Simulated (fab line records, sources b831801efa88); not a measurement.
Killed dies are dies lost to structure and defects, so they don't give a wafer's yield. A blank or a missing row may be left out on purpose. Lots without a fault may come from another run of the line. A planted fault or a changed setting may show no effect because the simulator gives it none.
fab line records | flow sky130
record lots=5 wafers=15 last_day=50
route steps=708 shown METAL2@497 VIA2@507 METAL3@532 CAPM@537 PAD_OPEN@708
lots that met no fault: from a run of the same line without faults
start_h: hours from the record's first day to the start of the lot's first wafer shown | wait_h: hours since the lot's step before | " the same as in the row above | L1.1+2: a row that stands for several wafers | - no value, or no start given | * or withheld: withheld | < > ~ a bound
route shown NAME@n: a module of which the file shows steps, and the number in the route of the first | usual: mean/standard deviation of fault-free wafers | same: alike in all rows | chamber/n: place in a boat | sites: the reading at each site | _std_site: their standard deviation | _edge_site: outer sites' mean less inner sites' | radius_mm: how far each site lies from the wafer's centre | mask NAME#n: copy n | behind: the tool/chamber that last shaped the wafer | hold: why the lot was held/for how many hours/how that ended | device: the transistor (n, p or np) that didn't switch | end of line: the same wafers' tests at the end of the route | a step without rows: its recipe alone | killed: dies lost to structure and defects at the first sort, not the wafer's yield | map: a wafer's dies, x killed, . not, _ none there
set.NAME: the setting as run; set.NAME@STEP: as run at that earlier step | model.NAME: the simulator's own value behind a step, which no gauge read
lots at some steps of the route; a table a step, a row a wafer
services: from which hour (start_h, from the record's first day; less than 0 if before it) a tool's chamber was out of use, for how many hours, and why
## steps
# step SKY_METAL2_DEVELOP_14
# recipe develop_time_s=60 resist=KrF-thick dev_temp_c=21
# step SKY_METAL2_CD_MEAS_15
# recipe target_cd_nm=140
# usual cd_nm=140.4/1.6
# columns lot.wafer tool chamber start_h wait_h cd_nm
L877.2 cd_sem-01 - 816.82 - 139.6
L877.5 " - " " 139.6
L877.6 " - " " 139.3
L882.3 cd_sem-02 - 864.39 - 139.4
L882.4 " - " " 139.4
L882.5 " - " " 142.0
L885.1 cd_sem-02 - 886.23 - 138.9
L885.2 " - " " 140.0
L885.4 " - " " 139.9
L894.2 cd_sem-01 - 950.97 - 143.4
L894.3 " - " " 143.3
L894.6 " - " " 143.3
L899.3 cd_sem-01 - 978.85 - 140.4
L899.4 " - " " 140.5
L899.6 " - " " 140.4
# step SKY_METAL2_OVL_MEAS_16
# usual METAL2_OVL=0/5.1
# columns lot.wafer tool chamber start_h wait_h METAL2_OVL[nm]
L877.2 overlay-02 - 816.92 0.1 3
L877.5 " - " " 2
L877.6 " - " " 1
L882.3 overlay-02 - 864.48 0.1 -4
L882.4 " - " " 0
L882.5 " - " " 11
L885.1 overlay-02 - 886.35 0.1 -2
L885.2 " - " " -6
L885.4 " - " " -5
L894.2 overlay-01 - 951.08 0.1 6
L894.3 " - " " 5
L894.6 " - " " 7
L899.3 overlay-02 - 978.95 0.1 7
L899.4 " - " " 3
L899.6 " - " " 1
# step SKY_METAL2_DESCUM_17
# recipe chemistry=O2 source_power_w=150 bias_power_w=0 pressure_mtorr=10 temp_c=40 time_s=8
# step SKY_METAL2_ETCH_18
# recipe chemistry=N2/H2 target=BARC ion_energy_ev=200 bias_w=100 pressure_mtorr=30 n2_flow_sccm=100 h2_flow_sccm=200 icp_w=500 stop_on=SiO2 time_s=45.9 target_depth_a=600
# usual drypump_motor_current_A=6.2/0.37 oes_product_au=0.855/0.0049 throttle_valve_pct=13.224/0.0093
# columns lot.wafer tool chamber start_h wait_h drypump_motor_current_A oes_product_au rf_hours_counter_h throttle_valve_pct
L877.2 rie_metal-04 0 816.99 0.0 6.6 0.857 9 13.218
L877.5 " 1 " " 6.0 0.860 - 13.220
L877.6 " 0 " " 6.6 0.859 - 13.234
L882.3 rie_metal-01 1 864.56 0.0 6.0 0.856 - 13.194
L882.4 " 0 " " 6.1 0.848 - 13.230
L882.5 " 1 " " 6.0 0.858 - 13.226
L885.1 rie_metal-01 0 886.42 0.0 6.1 0.859 4 13.223
L885.2 " 1 " " 6.0 0.860 2 13.219
L885.4 " 1 " " 6.0 0.853 - 13.224
L894.2 rie_metal-01 0 951.14 0.0 6.1 0.860 7 13.234
L894.3 " 1 " " 6.0 0.853 - 13.214
L894.6 " 1 " " 6.0 0.859 - 13.219
L899.3 rie_metal-01 0 979.02 0.0 6.1 0.856 - 13.228
L899.4 " 1 " " 6.0 0.856 - 13.224
L899.6 " 1 " " 6.0 0.855 - 13.225
# step SKY_METAL2_METAL_ETCH_19
# recipe target_depth_a=3600 stop_on=SiO2 over_etch_frac=0.3 time_s=78 chemistry=Cl2/BCl3 resist_sidewall_deg=88 pressure_mtorr=10 icp_w=900 bias_w=48.5 Cl2_flow_sccm=60 bcl3_flow_sccm=30
# step SKY_METAL2_STRIP_20
# recipe chemistry=O2/N2 power_w=1400 pressure_mtorr=1500 platen_temp_c=withheld o2_flow_sccm=3000 n2_flow_sccm=300 overash_fraction=0.5
# step SKY_METAL2_STRIP_21
# recipe chemistry=post_etch_residue_remover time_s=1200 temp_c=72.5
# step SKY_METAL2_CLEAN_22
# recipe chemistry=IPA time_s=180 temp_c=25
# step SKY_METAL2_CLEAN_23
# recipe chemistry=O3/DIW dry=n2_spin
# step SKY_VIA2_HDPCVD_00
# recipe material=SiO2 target_thk_nm=1180 sigma_open_frac=0.3 time_s=196.7 temp_c=400 sih4_flow_sccm=60 pressure_mtorr=6
# step SKY_VIA2_THK_MEAS_01
# recipe reads=SiO2_of_VIA2_HDPCVD_00
# usual VIA2_HDPCVD_THK=1175/11
# columns lot.wafer tool chamber start_h wait_h VIA2_HDPCVD_THK[nm]
L877.2 film_metro-01 - 817.91 0.1 1176
L877.5 " - " " 1181
L877.6 " - " " 1172
L882.3 film_metro-02 - 865.43 0.1 1157
L882.4 " - " " 1167
L882.5 " - " " 1162
L885.1 film_metro-01 - 887.29 0.1 1186
L885.2 " - " " 1196
L885.4 " - " " 1173
L894.2 film_metro-01 - 952.03 0.1 1168
L894.3 " - " " 1172
L894.6 " - " " 1161
L899.3 film_metro-02 - 979.90 0.1 1182
L899.4 " - " " 1173
L899.6 " - " " 1169
# step SKY_VIA2_CMP_02
# recipe material=SiO2 down_force_psi=4 platen_rpm=60 pad_velocity_m_s=0.94248
# usual edge_zone_pressure_frac=1.000/0.0046 motor_current_A=12.8/1.6 slurry_filter_dp_kPa=13.49/0.13
# columns lot.wafer tool chamber start_h wait_h edge_zone_pressure_frac motor_current_A slurry_filter_dp_kPa model.SiO2_of_VIA2_HDPCVD_00.thk_nm
L877.2 cmp-02 0 818.54 0.6 1.001 15.2 13.35 494.7
L877.6 " 3 " " 0.994 12.6 13.40 493
L877.5 " 0 " " 1.006 15.4 13.40 494
L882.4 cmp-01 0 865.52 0.1 1.005 15.1 13.30 493.9
L882.3 " 1 " " 0.995 12.1 13.42 495.4
L882.5 " 3 " " 1.005 11.6 13.50 495.4
L885.2 cmp-01 2 887.35 0.0 1.004 12.7 13.44 496.6
L885.1 " 3 " " 0.999 11.4 13.35 619.9
L885.4 " 0 " " 1.003 15.1 13.47 494.5
L894.2 cmp-01 0 952.08 0.0 1.005 15.4 13.57 494.1
L894.3 " 1 " " 0.995 11.9 13.55 496.3
L894.6 " 1 " " 0.999 11.8 13.52 496.4
L899.4 cmp-01 1 979.94 0.0 1.001 11.8 13.66 495.4
L899.3 " 2 " " 1.002 12.9 13.30 495.9
L899.6 " 2 " " 0.999 12.1 13.79 494.9
# step SKY_VIA2_BOW_MEAS_03
# recipe mode=bow
# usual VIA2_BOW=86/7.6
# columns lot.wafer tool chamber start_h wait_h VIA2_BOW[um]
L877.2 film_metro-04 - 818.81 0.2 103
L877.5 " - " " 81
L877.6 " - " " 82
L882.3 film_metro-01 - 865.81 0.2 81
L882.4 " - " " 83
L882.5 " - " " 82
L885.1 film_metro-04 - 887.65 0.2 98
L885.2 " - " " 79
L885.4 " - " " 85
L894.2 film_metro-02 - 952.40 0.3 73
L894.3 " - " " 83
L894.6 " - " " 79
L899.3 film_metro-02 - 980.28 0.2 72
L899.4 " - " " 86
L899.6 " - " " 70
# step SKY_VIA2_DEHYDRATE_04
# recipe temp_c=200 time_s=60
# step SKY_VIA2_HMDS_05
# recipe prime_time_s=60 prime_temp_c=120
# step SKY_VIA2_COAT_06
# recipe resist=BARC temp_c=withheld time_s=withheld spin_rpm=3000 resist_thk_nm=60
# step SKY_VIA2_COAT_07
# recipe resist=KrF-thick spin_rpm=3000 resist_thk_nm=450
# step SKY_VIA2_SOFTBAKE_08
# recipe temp_c=100 time_s=90 resist=KrF-thick
# step SKY_VIA2_EXPOSE_09
# recipe mask_id=VIM2 na=0.8 source_shape=annular sigma_inner=0.55 sigma_outer=0.85 target_cd_nm=200 dose_mj=38
# step SKY_VIA2_PEB_10
# recipe peb_temp_c=withheld peb_time_s=withheld resist=KrF-thick
# step SKY_VIA2_DEVELOP_11
# recipe develop_time_s=60 resist=KrF-thick dev_temp_c=21
# step SKY_VIA2_CD_MEAS_12
# recipe target_cd_nm=200
# usual cd_nm=199.9/1.6
# columns lot.wafer tool chamber start_h wait_h cd_nm
L877.2 cd_sem-02 - 844.95 - 201.6
L877.5 " - " " 202.8
L877.6 " - " " 201.4
L882.3 cd_sem-01 - 891.99 - 200.4
L882.4 " - " " 199.6
L882.5 " - " " 201.5
L885.1 cd_sem-02 - 912.74 - 202.9
L885.2 " - " " 201.9
L885.4 " - " " 202.0
L894.2 cd_sem-02 - 975.90 - 198.0
L894.3 " - " " 198.1
L894.6 " - " " 198.6
L899.3 cd_sem-02 - 1003.54 - 201.4
L899.4 " - " " 200.6
L899.6 " - " " 200.3
# step SKY_VIA2_OVL_MEAS_13
# usual VIA2_OVL=1/5.7
# columns lot.wafer tool chamber start_h wait_h VIA2_OVL[nm]
L877.2 overlay-01 - 845.06 0.1 -6
L877.5 " - " " 6
L877.6 " - " " 0
L882.3 overlay-02 - 892.08 0.1 6
L882.4 " - " " 14
L882.5 " - " " 6
L885.1 overlay-01 - 912.86 0.1 1
L885.2 " - " " -3
L885.4 " - " " -6
L894.2 overlay-02 - 976.01 0.1 1
L894.3 " - " " -3
L894.6 " - " " 3
L899.3 overlay-02 - 1003.63 0.1 -6
L899.4 " - " " -2
L899.6 " - " " -2
# step SKY_VIA2_ETCH_14
# recipe chemistry=N2/H2 target=BARC ion_energy_ev=200 source_w=511.9 bias_w=100 pressure_mtorr=30 n2_flow_sccm=100 h2_flow_sccm=200 stop_on=SiO2 time_s=45.9 target_depth_a=600
# step SKY_VIA2_ETCH_15
# recipe target=SiO2 chemistry=C4F8/O2/Ar target_depth_nm=546 stop_on=TiN mask_material=KrF-thick source_w=1500 bias_w=1200 pressure_mtorr=40 c4f8_flow_sccm=withheld O2_flow_sccm=6 Ar_flow_sccm=300 time_s=84
# usual oes_product_au=0.940/0.0046
# columns lot.wafer tool chamber start_h wait_h oes_product_au rf_hours_counter_h model.VIA2.feature_depth_nm model.etch.depth_nm
L877.2 rie_diel-03 0 845.13 0.0 0.931 14 494.6 494.6
L877.5 " 0 " " 0.943 - 493.9 493.9
L877.6 " 1 " " 0.942 - 493 493
L882.3 rie_diel-03 1 892.15 0.0 0.944 8 495.3 495.3
L882.4 " 3 " " 0.937 23 493.9 493.9
L882.5 " 2 " " 0.943 - 495.3 495.3
L885.1 rie_diel-04 1 912.93 0.0 0.992 1 544.1 544.1
L885.2 " 3 " " 0.943 4 496.5 496.5
L885.4 " 0 " " 0.946 20 494.5 494.5
L894.2 rie_diel-01 0 976.08 0.0 0.940 4 494.1 494.1
L894.3 " 3 " " 0.947 11 496.3 496.3
L894.6 " 0 " " 0.938 - 496.4 496.4
L899.3 rie_diel-01 3 1003.70 0.0 0.949 12 495.9 495.9
L899.4 " 0 " " 0.941 5 495.3 495.3
L899.6 " 3 " " 0.933 - 494.9 494.9
# step SKY_VIA2_STRIP_16
# recipe chemistry=O2/N2 power_w=1400 pressure_mtorr=1500 platen_temp_c=withheld o2_flow_sccm=3000 n2_flow_sccm=300 overash_fraction=0.5
# usual drypump_motor_current_A=5.6/0.46 oes_product_au=0.399/0.0042 strip_time_to_endpoint_s=4.044/0.02
# columns lot.wafer tool chamber start_h wait_h drypump_motor_current_A oes_product_au rf_hours_counter_h strip_time_to_endpoint_s
L877.2 plasma_asher-01 0 845.19 0.0 4.8 0.397 10 4.033
L877.5 " 1 " " 6.2 0.400 - 4.046
L877.6 " 0 " " 4.8 0.398 - 4.042
L882.3 plasma_asher-01 1 892.24 0.1 6.2 0.396 - 4.034
L882.4 " 0 " " 4.8 0.406 - 4.077
L882.5 " 1 " " 6.2 0.401 - 4.045
L885.1 plasma_asher-01 1 913.00 0.0 6.2 0.391 17 4.062
L885.2 " 0 " " 4.8 0.392 17 4.028
L885.4 " 1 " " 6.2 0.402 - 4.019
L894.2 plasma_asher-03 0 976.14 0.0 5.7 0.403 87 4.008
L894.3 " 0 " " 5.8 0.404 - 4.040
L894.6 " 1 " " 5.5 0.397 - 4.046
L899.3 plasma_asher-03 0 1003.79 0.1 5.8 0.404 - 4.042
L899.4 " 1 " " 5.5 0.402 - 4.072
L899.6 " 1 " " 5.5 0.402 - 4.038
# step SKY_VIA2_STRIP_17
# recipe chemistry=post_etch_residue_remover time_s=1200 temp_c=72.5
# step SKY_VIA2_CLEAN_18
# recipe chemistry=IPA time_s=180 temp_c=25
# step SKY_VIA2_CLEAN_19
# recipe chemistry=O3/DIW dry=n2_spin
# step SKY_VIA2_SPUTTER_20
# recipe material=TiN target_thk_nm=20 chamber_pressure_pa=5 power_w=4000 time_s=80
# step SKY_VIA2_CVD_21
# recipe material=W target_thk_nm=420 time_s=126.4 temp_c=400 pressure_torr=40
# step SKY_VIA2_RS_MEAS_22
# recipe thk_meas_gauge=four-point-probe reads=W_of_VIA2_CVD_21+TiN_of_VIA2_SPUTTER_20
# usual VIA2_W_RS=0.273/0.0039
# columns lot.wafer tool chamber start_h wait_h VIA2_W_RS[ohm/sq]
L877.2 film_metro-02 - 846.03 0.1 0.274
L877.5 " - " " 0.268
L877.6 " - " " 0.277
L882.3 film_metro-01 - 893.08 0.1 0.280
L882.4 " - " " 0.276
L882.5 " - " " 0.277
L885.1 film_metro-01 - 913.78 0.1 0.278
L885.2 " - " " 0.277
L885.4 " - " " 0.280
L894.2 film_metro-04 - 977.12 0.2 0.279
L894.3 " - " " 0.280
L894.6 " - " " 0.275
L899.3 film_metro-02 - 1004.63 0.1 0.272
L899.4 " - " " 0.277
L899.6 " - " " 0.270
# step SKY_VIA2_THK_MEAS_23
# recipe thk_meas_gauge=xrf reads=W_of_VIA2_CVD_21
# usual VIA2_W_THK=403/7.1
# columns lot.wafer tool chamber start_h wait_h VIA2_W_THK[nm]
L877.2 film_metro-02 - 846.14 0.1 402
L877.5 " - " " 409
L877.6 " - " " 399
L882.3 film_metro-01 - 893.18 0.1 391
L882.4 " - " " 395
L882.5 " - " " 394
L885.1 film_metro-01 - 913.90 0.1 393
L885.2 " - " " 392
L885.4 " - " " 392
L894.2 film_metro-04 - 977.23 0.1 395
L894.3 " - " " 393
L894.6 " - " " 398
L899.3 film_metro-02 - 1004.73 0.1 410
L899.4 " - " " 403
L899.6 " - " " 412
# step SKY_VIA2_CMP_24
# recipe stop_on=SiO2 t_overpolish_s=20 down_force_psi=3.5 platen_rpm=60 target_thk_nm=0 pad_velocity_m_s=0.94248
# step SKY_METAL3_SPUTTER_00
# recipe material=Ti target_thk_nm=15 power_w=3000 time_s=10 chamber_pressure_pa=0.4
# usual throttle_valve_pct=30.6/1.3
# columns lot.wafer tool chamber start_h wait_h throttle_valve_pct
L877.2 pvd_sputter-02 - 846.49 0.2 30.1
L877.5 " - " " 31.3
L877.6 " - " " 28.3
L882.3 pvd_sputter-01 - 893.52 0.2 30.0
L882.4 " - " " 32.7
L882.5 " - " " 31.5
L885.1 pvd_sputter-01 - 914.26 0.2 31.4
L885.2 " - " " 30.3
L885.4 " - " " 32.6
L894.2 pvd_sputter-02 - 977.58 0.1 31.2
L894.3 " - " " 28.6
L894.6 " - " " 28.5
L899.3 pvd_sputter-01 - 1005.07 0.2 30.2
L899.4 " - " " 28.8
L899.6 " - " " 30.4
# step SKY_METAL3_SPUTTER_01
# recipe material=TiN target_thk_nm=20 power_w=6500 time_s=16.7 chamber_pressure_pa=0.4
# step SKY_METAL3_SPUTTER_02
# recipe material=AlCu target_thk_nm=735 power_w=10600 time_s=39.1 chamber_pressure_pa=0.4
# step SKY_METAL3_SPUTTER_03
# recipe material=Ti target_thk_nm=5 power_w=3000 time_s=3.3 chamber_pressure_pa=0.4
# step SKY_METAL3_SPUTTER_04
# recipe material=TiN target_thk_nm=70 power_w=6500 time_s=59.98 chamber_pressure_pa=0.4
# usual throttle_valve_pct=30.6/1.3
# columns lot.wafer tool chamber start_h wait_h throttle_valve_pct
L877.2 pvd_sputter-02 - 846.59 0.0 29.8
L877.5 " - " " 31.6
L877.6 " - " " 28.5
L882.3 pvd_sputter-01 - 893.62 0.0 30.1
L882.4 " - " " 32.6
L882.5 " - " " 31.1
L885.1 pvd_sputter-01 - 914.37 0.0 31.4
L885.2 " - " " 30.2
L885.4 " - " " 32.6
L894.2 pvd_sputter-02 - 977.68 0.0 31.3
L894.3 " - " " 28.8
L894.6 " - " " 28.6
L899.3 pvd_sputter-01 - 1005.17 0.0 30.0
L899.4 " - " " 28.6
L899.6 " - " " 30.1
# step SKY_CAPM_CVD_00
# recipe material=SiO2 target_thk_nm=15.5 temp_c=400 time_s=withheld rf_w=450
# usual heater_power_w=745/87
# columns lot.wafer tool chamber start_h wait_h heater_power_w
L877.2 pecvd-03 1 846.64 0.0 669
L877.5 " 1 " " 688
L877.6 " 2 " " 801
L882.3 pecvd-01 0 893.67 0.0 683
L882.4 " 2 " " 734
L882.5 " 1 " " 543
L885.1 pecvd-01 1 914.41 0.0 503
L885.2 " 2 " " 711
L885.4 " 2 " " 708
L894.2 pecvd-02 1 977.73 0.0 766
L894.3 " 1 " " 757
L894.6 " 0 " " 777
L899.3 pecvd-03 2 1005.22 0.0 742
L899.4 " 1 " " 680
L899.6 " 0 " " 920
# step SKY_CAPM_THK_MEAS_01
# recipe reads=SiO2_of_CAPM_CVD_00
# usual CAPM_CVD_00_THK=15.48/0.22
# columns lot.wafer tool chamber start_h wait_h CAPM_CVD_00_THK[nm]
L877.2 film_metro-02 - 846.68 - 15.11
L877.5 " - " " 15.07
L877.6 " - " " 15.34
L882.3 film_metro-02 - 893.71 - 15.40
L882.4 " - " " 15.61
L882.5 " - " " 15.60
L885.1 film_metro-01 - 914.44 - 15.15
L885.2 " - " " 15.55
L885.4 " - " " 15.67
L894.2 film_metro-03 - 977.77 - 15.43
L894.3 " - " " 15.53
L894.6 " - " " 15.96
L899.3 film_metro-01 - 1005.27 - 15.29
L899.4 " - " " 15.82
L899.6 " - " " 15.77
# step SKY_METAL3_METAL_ETCH_18
# recipe target_depth_a=8450 stop_on=SiO2 over_etch_frac=0.3 time_s=183.1 chemistry=Cl2/BCl3 resist_sidewall_deg=88 pressure_mtorr=10 icp_w=900 bias_w=48.5 Cl2_flow_sccm=60 bcl3_flow_sccm=30
# usual bcl3_flow_sccm=29.99/0.085 drypump_motor_current_A=6.0/0.48 oes_product_au=0.868/0.0056 throttle_valve_pct=22.266/0.0079
# columns lot.wafer tool chamber start_h wait_h bcl3_flow_sccm drypump_motor_current_A oes_product_au rf_hours_counter_h throttle_valve_pct model.SiO2_of_VIA2_HDPCVD_00.thk_nm
L877.2 rie_metal-01 1 900.34 0.0 29.89 6.0 0.864 2 22.262 464.8
L877.5 " 0 " " 30.25 6.1 0.867 - 22.271 464.6
L877.6 " 1 " " 29.92 6.0 0.869 - 22.273 463.1
L882.3 rie_metal-02 1 943.66 0.1 29.94 6.6 0.865 - 22.270 465.9
L882.4 " 0 " " 29.90 5.0 0.867 - 22.263 464.2
L882.5 " 0 " " 29.99 5.0 0.862 - 22.262 465.6
L885.1 rie_metal-03 1 963.22 0.0 29.93 6.3 0.871 17 22.275 589.3
L885.2 " 0 " " 29.94 6.0 0.877 0 22.253 466.9
L885.4 " 0 " " 30.04 6.0 0.872 - 22.261 464.9
L894.2 rie_metal-01 1 1025.02 0.0 30.00 6.0 0.871 8 22.267 464.1
L894.3 " 1 " " 30.06 6.0 0.866 - 22.264 466.7
L894.6 " 1 " " 30.03 6.0 0.860 - 22.270 466.5
L899.3 rie_metal-01 1 1051.31 0.1 29.83 6.0 0.859 - 22.266 465.9
L899.4 " 0 " " 29.94 6.1 0.864 - 22.256 465.9
L899.6 " 0 " " 29.95 6.0 0.866 - 22.257 465.1
# step SKY_PAD_OPEN_PROBE_99
# usual defect_limited_yield=82.4/1.7 killed_at_M0_to_M3=43/6.4 killed_at_M4_up=3.5/1.8 killed_at_contacts=25/5.7 killed_at_front_end=15/3.9 killed_at_other=0.3/0.67 killed_dies=87/8.6 killed_open=47/6.7 killed_short=39/5.9
# same gross_dies=492 killed_at_back_side=0
# columns lot.wafer tool chamber start_h wait_h defect_limited_yield[%] killed_at_M0_to_M3 killed_at_M4_up killed_at_contacts killed_at_front_end killed_at_other killed_dies killed_open killed_short model.etest.tester.sort_n_pass model.etest.tester.sort_bin_5_pct model.etest.tester.sort_yield_pct model.etest.nfet_01v8_turned.under_floor model.etest.res_li.open model.etest.met1_comb.under_floor model.etest.nfet_16v.open model.etest.diode_ndiff_fingers.under_floor
L877.2 prober-02 - 1073.08 0.1 84.1 42 2 22 12 0 78 47 31 414 9.553 84.15 0 0 0 0 0
L877.5 prober-02 - 1073.23 0.2 83.7 34 6 21 19 0 80 41 39 412 9.553 83.74 0 0 0 0 0
L877.6 prober-02 - 1073.28 0.2 82.1 44 3 25 15 1 88 46 41 404 9.959 82.11 0 0 0 0 0
L882.3 prober-01 - 1109.23 0.2 83.1 47 5 20 11 0 83 41 42 409 9.553 83.13 0 0 0 0 0
L882.4 prober-01 - 1109.28 0.2 83.1 38 6 26 12 1 83 45 38 409 8.333 83.13 0 0 0 0 0
L882.5 prober-01 - 1109.33 0.2 80.9 47 8 30 9 0 94 47 46 398 10.16 80.89 0 0 0 0 0
L885.1 prober-02 - 1125.42 0.1 83.7 41 2 22 13 2 80 45 35 0 92.48 0 1 1 1 1 1
L885.2 prober-02 - 1125.47 0.1 80.9 42 2 29 21 0 94 61 32 398 11.79 80.89 0 0 0 0 0
L885.4 prober-02 - 1125.57 0.2 80.7 46 6 22 21 0 95 46 49 397 11.59 80.69 0 0 0 0 0
L894.2 prober-01 - 1173.31 0.1 85.2 37 4 17 15 0 73 37 36 419 8.74 85.16 0 0 0 0 0
L894.3 prober-01 - 1173.36 0.2 82.9 34 3 31 12 4 84 51 31 408 11.38 82.93 0 0 0 0 0
L894.6 prober-01 - 1173.51 0.2 82.9 41 4 25 14 0 84 45 39 408 10.37 82.93 0 0 0 0 0
L899.3 prober-02 - 1192.59 0.2 83.9 39 1 23 14 2 79 42 36 413 8.333 83.94 0 0 0 0 0
L899.4 prober-02 - 1192.64 0.2 80.9 53 2 26 11 2 94 49 43 398 12.2 80.89 0 0 0 0 0
L899.6 prober-02 - 1192.74 0.2 81.3 50 3 23 16 0 92 51 41 400 9.146 81.3 0 0 0 0 0
# killed by level:class
L877.2 VIA3:geometric_particle:open=10 CONTACT:geometric_particle:open=9 VIA1:geometric_particle:open=9 LI_CONTACT:geometric_particle:open=6 VIA2:geometric_particle:short=5 POLY_GATE:geometric_particle:open=4 VIA1:geometric_particle:short=4 FIELD_ISO:geometric_particle:open=3
L877.5 LI_CONTACT:geometric_particle:open=7 CONTACT:geometric_particle:open=7 VIA2:geometric_particle:open=7 VIA1:geometric_particle:open=6 METAL4:geometric_particle:short=6 FIELD_ISO:geometric_particle:short=5 METAL2:geometric_particle:short=5 FIELD_ISO:geometric_particle:open=4
L877.6 CONTACT:geometric_particle:open=10 VIA1:geometric_particle:open=10 VIA1:geometric_particle:short=9 LI_CONTACT:geometric_particle:open=7 VIA2:geometric_particle:open=6 FIELD_ISO:geometric_particle:open=4 METAL2:geometric_particle:short=4 LOCAL_INTERCONNECT:geometric_particle:short=4
L882.3 VIA1:geometric_particle:open=10 CONTACT:geometric_particle:open=9 VIA2:geometric_particle:open=6 VIA3:geometric_particle:open=6 VIA3:geometric_particle:short=6 POLY_GATE:geometric_particle:short=5 METAL2:geometric_particle:short=5 VIA2:geometric_particle:short=4
L882.4 VIA3:geometric_particle:open=8 LI_CONTACT:geometric_particle:open=7 LOCAL_INTERCONNECT:geometric_particle:short=6 VIA1:geometric_particle:open=6 FIELD_ISO:geometric_particle:open=5 CONTACT:geometric_particle:short=5 CONTACT:geometric_particle:open=5 METAL2:geometric_particle:short=5
L882.5 CONTACT:geometric_particle:open=13 VIA3:geometric_particle:open=9 METAL1:geometric_particle:short=7 VIA1:geometric_particle:short=6 VIA1:geometric_particle:open=6 METAL4:geometric_particle:short=6 LI_CONTACT:geometric_particle:open=5 CONTACT:geometric_particle:short=5
L885.1 CONTACT:geometric_particle:open=11 METAL1:geometric_particle:short=9 VIA1:geometric_particle:open=9 LI_CONTACT:geometric_particle:open=6 FIELD_ISO:geometric_particle:open=4 METAL2:geometric_particle:short=4 VIA2:geometric_particle:open=4 VIA2:geometric_particle:short=4
L885.2 VIA3:geometric_particle:open=11 CONTACT:geometric_particle:open=11 VIA1:geometric_particle:open=11 FIELD_ISO:geometric_particle:open=6 LI_CONTACT:geometric_particle:open=6 LI_CONTACT:geometric_particle:short=5 FIELD_ISO:geometric_particle:short=4 POLY_GATE:geometric_particle:open=4
L885.4 CONTACT:geometric_particle:open=8 VIA1:geometric_particle:open=8 VIA3:geometric_particle:open=7 FIELD_ISO:geometric_particle:short=6 CONTACT:geometric_particle:short=6 METAL4:geometric_particle:short=5 LOCAL_INTERCONNECT:geometric_particle:short=5 METAL2:geometric_particle:short=5
L894.2 VIA1:geometric_particle:open=7 VIA2:geometric_particle:open=6 VIA3:geometric_particle:open=6 METAL1:geometric_particle:short=5 FIELD_ISO:geometric_particle:open=4 LI_CONTACT:geometric_particle:short=4 LOCAL_INTERCONNECT:geometric_particle:short=4 METAL2:geometric_particle:short=4
L894.3 CONTACT:geometric_particle:open=15 METAL2:geometric_particle:short=9 LI_CONTACT:geometric_particle:open=8 VIA3:geometric_particle:open=6 FIELD_ISO:geometric_particle:open=5 VIA1:geometric_particle:open=5 VIA2:geometric_particle:open=5 FIELD_ISO:geometric_particle:short=4
L894.6 CONTACT:geometric_particle:open=10 VIA2:geometric_particle:open=7 CONTACT:geometric_particle:short=7 VIA1:geometric_particle:open=7 METAL2:geometric_particle:short=6 POLY_GATE:geometric_particle:open=5 METAL1:geometric_particle:short=4 VIA3:geometric_particle:open=4
L899.3 VIA1:geometric_particle:open=11 CONTACT:geometric_particle:open=9 FIELD_ISO:geometric_particle:open=6 FIELD_ISO:geometric_particle:short=6 LI_CONTACT:geometric_particle:open=5 VIA3:geometric_particle:open=5 LOCAL_INTERCONNECT:geometric_particle:short=4 METAL1:geometric_particle:short=4
L899.4 VIA1:geometric_particle:open=14 LI_CONTACT:geometric_particle:open=7 CONTACT:geometric_particle:open=7 VIA2:geometric_particle:open=7 VIA3:geometric_particle:open=7 CONTACT:geometric_particle:short=6 METAL1:geometric_particle:short=6 VIA3:geometric_particle:short=5
L899.6 VIA1:geometric_particle:open=17 CONTACT:geometric_particle:open=8 VIA3:geometric_particle:open=6 METAL3:geometric_particle:short=5 POLY_GATE:geometric_particle:short=4 LI_CONTACT:geometric_particle:short=4 CONTACT:geometric_particle:short=4 VIA2:geometric_particle:short=4
## services
# columns tool chamber start_h hours kind
pecvd-01 0 793.40 19.1 repair
plasma_asher-03 - 794.89 1.0 repair
pecvd-01 1 803.57 19.8 repair
cmp-01 - 814.60 5.6 pm
cmp-01 - 820.24 10.1 pm
plasma_asher-01 - 827.52 0.8 repair
pecvd-03 0 838.72 26.9 repair
rie_diel-01 2 849.38 7.2 repair
pecvd-01 2 882.44 5.8 repair
cmp-01 - 889.77 0.7 repair
pvd_sputter-02 - 914.11 4.6 repair
plasma_asher-03 - 917.47 2.8 pm
rie_diel-03 0 920.66 7.9 repair
plasma_asher-03 - 925.61 3.3 repair
pecvd-03 - 940.19 1.3 repair
plasma_asher-03 - 942.18 14.6 pm
plasma_asher-01 - 963.90 14.4 repair
rie_diel-03 - 976.87 0.4 repair
pecvd-01 - 977.33 2.8 pm
rie_diel-01 2 988.82 9.7 repair
cmp-01 - 1041.41 3.4 repair
cmp-01 - 1043.22 1.2 repair
pvd_sputter-01 - 1044.31 0.9 repair
cmp-01 - 1044.86 3.5 pm
## key
first_sign step=SKY_VIA2_ETCH_15 reading=oes_product_au direction=up sigmas=11 usual=0.940 struck=0.992
effect none on later readings
model_effect step=SKY_VIA2_CMP_02 value=SiO2_of_VIA2_HDPCVD_00.thk_nm without=496.2 struck=619.9
model_effect step=SKY_VIA2_ETCH_15 value=VIA2.feature_depth_nm without=496.1 struck=544.1
model_effect step=SKY_METAL3_METAL_ETCH_18 value=SiO2_of_VIA2_HDPCVD_00.thk_nm without=465.6 struck=589.3
model_effect step=SKY_PAD_OPEN_PROBE_99 value=etest.tester.sort_n_pass without=412 struck=0
met_at SKY_VIA2_CMP_02
struck_wafers L885.1
onset_between 865.52 887.35
fault kind=process_parameter_drift tool=cmp-01 chamber=- onset_h=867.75 steps=SKY_VIA2_CMP_02 channel=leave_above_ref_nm offset=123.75 shape=step end_h=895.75 scope=struck_wafers_only acts_in=these_recipes_only stated=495
